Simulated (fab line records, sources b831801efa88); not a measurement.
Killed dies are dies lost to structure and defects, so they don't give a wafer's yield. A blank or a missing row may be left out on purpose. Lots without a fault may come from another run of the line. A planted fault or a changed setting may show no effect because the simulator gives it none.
Which tool did it? | flow sky130 | 24 lots, 72 wafers sampled, at 6 steps of a route of 708

WHAT THE GAUGES READ, wafer by wafer
SKY_VIA1_BOW_MEAS_03. Usual: VIA1_BOW 80 um, standard deviation 6.6.
lot  | measured     | on            | VIA1_BOW (um) | flag
L074 | day 33 00:53 | film_metro-02 | 79 84 93      |
L075 | day 33 11:28 | film_metro-03 | 79 88 81      |
L076 | day 33 15:55 | film_metro-02 | 78 84 84      |
L077 | day 34 02:11 | film_metro-03 | 83 86 86      |
L078 | day 34 10:03 | film_metro-03 | 72 78 79      |
L079 | day 34 13:07 | film_metro-03 | 76 83 78      |
L080 | day 34 22:23 | film_metro-03 | 80 68 75      |
L081 | day 35 06:34 | film_metro-02 | 75 77 83      |
L082 | day 35 18:41 | film_metro-04 | 81 71 77      |
L083 | day 36 00:31 | film_metro-03 | 72 77 63      |
L084 | day 36 05:26 | film_metro-02 | 84 81 76      |
L085 | day 36 13:34 | film_metro-03 | 77 81 75      |
L086 | day 36 20:18 | film_metro-03 | 81 81 67      |
L087 | day 37 04:14 | film_metro-03 | 83 88 86      |
L088 | day 37 11:29 | film_metro-02 | 91 75 82      |
L089 | day 37 19:56 | film_metro-02 | 82 81 83      |
L090 | day 38 01:19 | film_metro-02 | 68 73 65      |
L091 | day 38 11:43 | film_metro-03 | 74 81 79      |
L092 | day 38 17:23 | film_metro-03 | 92 79 83      |
L093 | day 38 22:04 | film_metro-03 | 69 101 77     |
L094 | day 39 06:31 | film_metro-04 | 85 69 79      |
L095 | day 39 11:22 | film_metro-02 | 92 81 85      |
L096 | day 39 18:00 | film_metro-04 | 77 74 89      |
L097 | day 40 09:10 | film_metro-02 | 94 89 79      |

SKY_VIA1_THK_MEAS_23: measures by xrf. Usual: VIA1_W_THK 271 nm, standard deviation 4.6.
lot  | measured     | on            | VIA1_W_THK (nm) | flag
L074 | day 34 04:55 | film_metro-03 | 268 268 265     |
L075 | day 34 15:11 | film_metro-02 | 267 264 265     |
L076 | day 34 19:31 | film_metro-02 | 273 276 274     |
L077 | day 35 06:02 | film_metro-04 | 279 273 270     |
L078 | day 35 13:27 | film_metro-04 | 272 275 282     |
L079 | day 35 16:49 | film_metro-04 | 276 269 274     |
L080 | day 36 01:43 | film_metro-02 | 267 276 268     |
L081 | day 36 10:21 | film_metro-02 | 279 281 269     |
L082 | day 36 22:53 | film_metro-04 | 279 280 270     |
L083 | day 37 03:59 | film_metro-04 | 271 272 269     |
L084 | day 37 09:39 | film_metro-02 | 268 270 269     |
L085 | day 37 16:55 | film_metro-02 | 266 266 266     |
L086 | day 37 23:47 | film_metro-02 | 268 268 270     |
L087 | day 38 07:10 | film_metro-03 | 273 266 266     |
L088 | day 38 14:30 | film_metro-02 | 271 270 273     |
L089 | day 38 22:49 | film_metro-04 | 272 270 268     |
L090 | day 39 03:18 | film_metro-02 | 267 268 267     |
L091 | day 39 14:22 | film_metro-02 | 275 277 273     |
L092 | day 39 19:30 | film_metro-04 | 268 269 271     |
L093 | day 40 00:07 | film_metro-02 | 264 268 263     |
L094 | day 40 08:44 | film_metro-04 | 271 267 264     |
L095 | day 40 13:47 | film_metro-04 | 263 268 269     |
L096 | day 40 19:29 | film_metro-03 | 273 271 272     |
L097 | day 41 09:53 | film_metro-03 | 271 271 271     |

SKY_METAL2_OVL_MEAS_16. Usual: METAL2_OVL -3 nm, standard deviation 5.7.
lot  | measured     | on         | METAL2_OVL (nm) | flag
L074 | day 35 08:17 | overlay-01 | -7 -4 -1        |
L075 | day 35 18:31 | overlay-02 | -4 -8 -2        |
L076 | day 35 22:24 | overlay-01 | -3 -13 -9       |
L077 | day 36 09:39 | overlay-02 | -2 -4 -3        |
L078 | day 36 16:35 | overlay-02 | 6 4 -3          |
L079 | day 36 19:20 | overlay-02 | 2 -2 -1         |
L080 | day 37 04:11 | overlay-01 | -2 -9 -12       |
L081 | day 37 12:47 | overlay-02 | -8 -10 -5       |
L082 | day 38 00:52 | overlay-01 | 5 9 8           |
L083 | day 38 06:51 | overlay-01 | 0 -2 0          |
L084 | day 38 12:13 | overlay-01 | 7 1 -5          |
L085 | day 38 18:56 | overlay-01 | -3 1 -1         |
L086 | day 39 01:56 | overlay-01 | -4 -7 -7        |
L087 | day 39 09:09 | overlay-02 | -11 -13 -13     |
L088 | day 39 16:31 | overlay-01 | -9 1 1          |
L089 | day 40 00:49 | overlay-01 | -4 -4 1         |
L090 | day 40 05:37 | overlay-01 | -3 -4 -9        |
L091 | day 40 15:43 | overlay-02 | -12 -6 -16      |
L092 | day 40 20:03 | overlay-02 | -9 -14 -8       |
L093 | day 41 00:58 | overlay-02 | -8 -11 -10      |
L094 | day 41 09:36 | overlay-01 | -4 4 0          |
L095 | day 41 15:03 | overlay-02 | -8 2 -1         |
L096 | day 41 19:58 | overlay-02 | 0 5 -10         |
L097 | day 42 10:25 | overlay-02 | 4 3 -3          |

WHICH TOOL RAN EACH LOT (tool, then ch and the chambers of the sampled wafers, then the start)
lot  | SKY_LI_CONTACT_SPUTTER_20    | SKY_VIA1_ETCH_14                   | SKY_VIA1_SPUTTER_20
L074 | pvd_sputter-04, day 29 09:12 | rie_diel-03 ch 1,2,3, day 34 03:50 | pvd_sputter-01, day 34 04:33
L075 | pvd_sputter-02, day 29 18:53 | rie_diel-02 ch 0,2,3, day 34 14:08 | pvd_sputter-02, day 34 14:53
L076 | pvd_sputter-01, day 29 23:05 | rie_diel-02 ch 0,1, day 34 18:32   | pvd_sputter-04, day 34 19:14
L077 | pvd_sputter-02, day 30 11:29 | rie_diel-04 ch 0,1,2, day 35 05:05 | pvd_sputter-04, day 35 05:46
L078 | pvd_sputter-01, day 30 19:52 | rie_diel-02 ch 0,3, day 35 12:29   | pvd_sputter-04, day 35 13:10
L079 | pvd_sputter-02, day 30 23:06 | rie_diel-02 ch 0,1,3, day 35 15:50 | pvd_sputter-04, day 35 16:31
L080 | pvd_sputter-01, day 31 07:51 | rie_diel-04 ch 0,2,3, day 36 00:38 | pvd_sputter-01, day 36 01:26
L081 | pvd_sputter-02, day 31 16:08 | rie_diel-03 ch 1,2,3, day 36 09:20 | pvd_sputter-02, day 36 10:05
L082 | pvd_sputter-01, day 32 04:20 | rie_diel-03 ch 0,3, day 36 21:53   | pvd_sputter-04, day 36 22:36
L083 | pvd_sputter-01, day 32 10:04 | rie_diel-02 ch 1,2,3, day 37 02:59 | pvd_sputter-02, day 37 03:42
L084 | pvd_sputter-01, day 32 15:41 | rie_diel-02 ch 1,3, day 37 08:41   | pvd_sputter-02, day 37 09:23
L085 | pvd_sputter-02, day 33 00:35 | rie_diel-02 ch 0,3, day 37 15:56   | pvd_sputter-02, day 37 16:37
L086 | pvd_sputter-04, day 33 07:50 | rie_diel-03 ch 1,2,3, day 37 22:47 | pvd_sputter-04, day 37 23:31
L087 | pvd_sputter-04, day 33 14:53 | rie_diel-02 ch 1,3, day 38 06:11   | pvd_sputter-02, day 38 06:52
L088 | pvd_sputter-01, day 33 21:59 | rie_diel-02 ch 2,3, day 38 13:26   | pvd_sputter-02, day 38 14:13
L089 | pvd_sputter-01, day 34 06:53 | rie_diel-02 ch 0,3, day 38 21:50   | pvd_sputter-02, day 38 22:31
L090 | pvd_sputter-04, day 34 12:53 | rie_diel-04 ch 0,1, day 39 02:20   | pvd_sputter-04, day 39 03:01
L091 | pvd_sputter-01, day 34 23:38 | rie_diel-03 ch 1,2,3, day 39 13:20 | pvd_sputter-04, day 39 14:03
L092 | pvd_sputter-01, day 35 07:08 | rie_diel-02 ch 1,2, day 39 18:32   | pvd_sputter-01, day 39 19:14
L093 | pvd_sputter-02, day 35 10:57 | rie_diel-02 ch 0,1, day 39 22:44   | pvd_sputter-02, day 39 23:50
L094 | pvd_sputter-01, day 35 18:42 | rie_diel-03 ch 1,2, day 40 07:47   | pvd_sputter-01, day 40 08:28
L095 | pvd_sputter-01, day 36 00:58 | rie_diel-04 ch 1,2, day 40 12:50   | pvd_sputter-04, day 40 13:31
L096 | pvd_sputter-02, day 36 06:44 | rie_diel-03 ch 0,1,3, day 40 18:29 | pvd_sputter-04, day 40 19:12
L097 | pvd_sputter-02, day 36 22:45 | rie_diel-02 ch 0,1,3, day 41 08:53 | pvd_sputter-02, day 41 09:37
- SKY_LI_CONTACT_SPUTTER_20: material TiN, target thk 20 nm, time 80 s.
- SKY_VIA1_ETCH_14: etches BARC in N2/H2, stops on SiO2, time 45.9 s, target depth 60 nm.
- SKY_VIA1_SPUTTER_20: material TiN, target thk 20 nm, time 80 s.

WHAT THE TOOLS THEMSELVES READ (means of the sampled wafers that have a number; where no wafer has one, the mark that the record gives instead)
SKY_LI_CONTACT_SPUTTER_20. Usual: throttle_valve_pct 29.9 %, standard deviation 0.92.
lot  | tool           | throttle_valve_pct (%) | flag
L074 | pvd_sputter-04 | 30.7                   |
L075 | pvd_sputter-02 | 30.4                   |
L076 | pvd_sputter-01 | 30.4                   |
L077 | pvd_sputter-02 | 30.0                   |
L078 | pvd_sputter-01 | 29.9                   |
L079 | pvd_sputter-02 | 29.9                   |
L080 | pvd_sputter-01 | 30.3                   |
L081 | pvd_sputter-02 | 29.2                   |
L082 | pvd_sputter-01 | 29.2                   |
L083 | pvd_sputter-01 | 29.8                   |
L084 | pvd_sputter-01 | 30.3                   |
L085 | pvd_sputter-02 | 30.0                   |
L086 | pvd_sputter-04 | 30.2                   |
L087 | pvd_sputter-04 | 29.8                   |
L088 | pvd_sputter-01 | 30.2                   |
L089 | pvd_sputter-01 | 29.2                   |
L090 | pvd_sputter-04 | 29.5                   |
L091 | pvd_sputter-01 | 30.3                   |
L092 | pvd_sputter-01 | 29.6                   |
L093 | pvd_sputter-02 | 29.8                   |
L094 | pvd_sputter-01 | 30.4                   |
L095 | pvd_sputter-01 | 29.9                   |
L096 | pvd_sputter-02 | 28.3                   |
L097 | pvd_sputter-02 | 30.0                   |

SKY_VIA1_ETCH_14. Usual: drypump_motor_current_A 5.7 A, standard deviation 0.44; n2_flow_sccm 100.0 sccm, standard deviation 0.3; oes_product_au 0.855 a.u., standard deviation 0.0047; throttle_valve_pct 13.224 %, standard deviation 0.0085.
lot  | tool        | drypump_motor_current_A (A) | n2_flow_sccm (sccm) | oes_product_au (a.u.) | throttle_valve_pct (%) | flag
L074 | rie_diel-03 | 5.8                         | 99.9                | 0.853                 | 13.236                 |
L075 | rie_diel-02 | 6.0                         | 100.1               | 0.854                 | 13.235                 |
L076 | rie_diel-02 | 6.2                         | 100.2               | 0.854                 | 13.216                 |
L077 | rie_diel-04 | 5.3                         | 99.8                | 0.857                 | 13.219                 |
L078 | rie_diel-02 | 6.3                         | 100.0               | 0.855                 | 13.225                 |
L079 | rie_diel-02 | 5.9                         | 100.1               | 0.855                 | 13.214                 |
L080 | rie_diel-04 | 5.3                         | 100.0               | 0.853                 | 13.218                 |
L081 | rie_diel-03 | 5.8                         | 100.1               | 0.847                 | 13.222                 |
L082 | rie_diel-03 | 5.3                         | 99.9                | 0.851                 | 13.211                 |
L083 | rie_diel-02 | 5.6                         | 100.1               | 0.858                 | 13.225                 |
L084 | rie_diel-02 | 5.6                         | 100.2               | 0.856                 | 13.219                 |
L085 | rie_diel-02 | 6.0                         | 99.9                | 0.858                 | 13.232                 |
L086 | rie_diel-03 | 5.8                         | 99.8                | 0.848                 | 13.230                 |
L087 | rie_diel-02 | 5.6                         | 100.0               | 0.855                 | 13.224                 |
L088 | rie_diel-02 | 5.7                         | 100.1               | 0.857                 | 13.221                 |
L089 | rie_diel-02 | 6.0                         | 99.6                | 0.860                 | 13.230                 |
L090 | rie_diel-04 | 5.1                         | 99.9                | 0.856                 | 13.223                 |
L091 | rie_diel-03 | 5.7                         | 100.2               | 0.852                 | 13.233                 |
L092 | rie_diel-02 | 5.6                         | 100.1               | 0.858                 | 13.228                 |
L093 | rie_diel-02 | 5.9                         | 99.7                | 0.851                 | 13.229                 |
L094 | rie_diel-03 | 6.1                         | 99.9                | 0.854                 | 13.222                 |
L095 | rie_diel-04 | 5.5                         | 99.9                | 0.855                 | 13.225                 |
L096 | rie_diel-03 | 5.6                         | 100.3               | 0.855                 | 13.231                 |
L097 | rie_diel-02 | 6.0                         | 100.5               | 0.859                 | 13.227                 |

SKY_VIA1_SPUTTER_20. Usual: throttle_valve_pct 29.8 %, standard deviation 1.
lot  | tool           | throttle_valve_pct (%) | flag
L074 | pvd_sputter-01 | 30.2                   |
L075 | pvd_sputter-02 | 30.0                   |
L076 | pvd_sputter-04 | 30.5                   |
L077 | pvd_sputter-04 | 30.6                   |
L078 | pvd_sputter-04 | 30.7                   |
L079 | pvd_sputter-04 | 30.1                   |
L080 | pvd_sputter-01 | 30.8                   |
L081 | pvd_sputter-02 | 29.9                   |
L082 | pvd_sputter-04 | 30.1                   |
L083 | pvd_sputter-02 | 29.2                   |
L084 | pvd_sputter-02 | 29.8                   |
L085 | pvd_sputter-02 | 29.0                   |
L086 | pvd_sputter-04 | 30.1                   |
L087 | pvd_sputter-02 | 30.0                   |
L088 | pvd_sputter-02 | 28.3                   |
L089 | pvd_sputter-02 | 29.9                   |
L090 | pvd_sputter-04 | 30.0                   |
L091 | pvd_sputter-04 | 30.6                   |
L092 | pvd_sputter-01 | 30.5                   |
L093 | pvd_sputter-02 | 29.9                   |
L094 | pvd_sputter-01 | 30.2                   |
L095 | pvd_sputter-04 | 30.2                   |
L096 | pvd_sputter-04 | 30.7                   |
L097 | pvd_sputter-02 | 29.2                   |

THE ANSWER, worked out from the rows above alone
Rule: a lot is off if the mean of its wafers that have a number lies more than 3 standard deviations from the usual mean. A lot without any number at a reading at which 4 lots or more have one is off too. The other lots that the step has rows for count as sound. The gauges are gone through in route order, then the tools' own readings, and for those a lot's mean is taken as printed above. The first step at which some lot is off is used, and at that step the reading that is off furthest; a lot without a number counts as furthest.
No lot is off at any reading shown: from this, nothing can be told.

WHAT THE SIMULATOR HAD PUT IN
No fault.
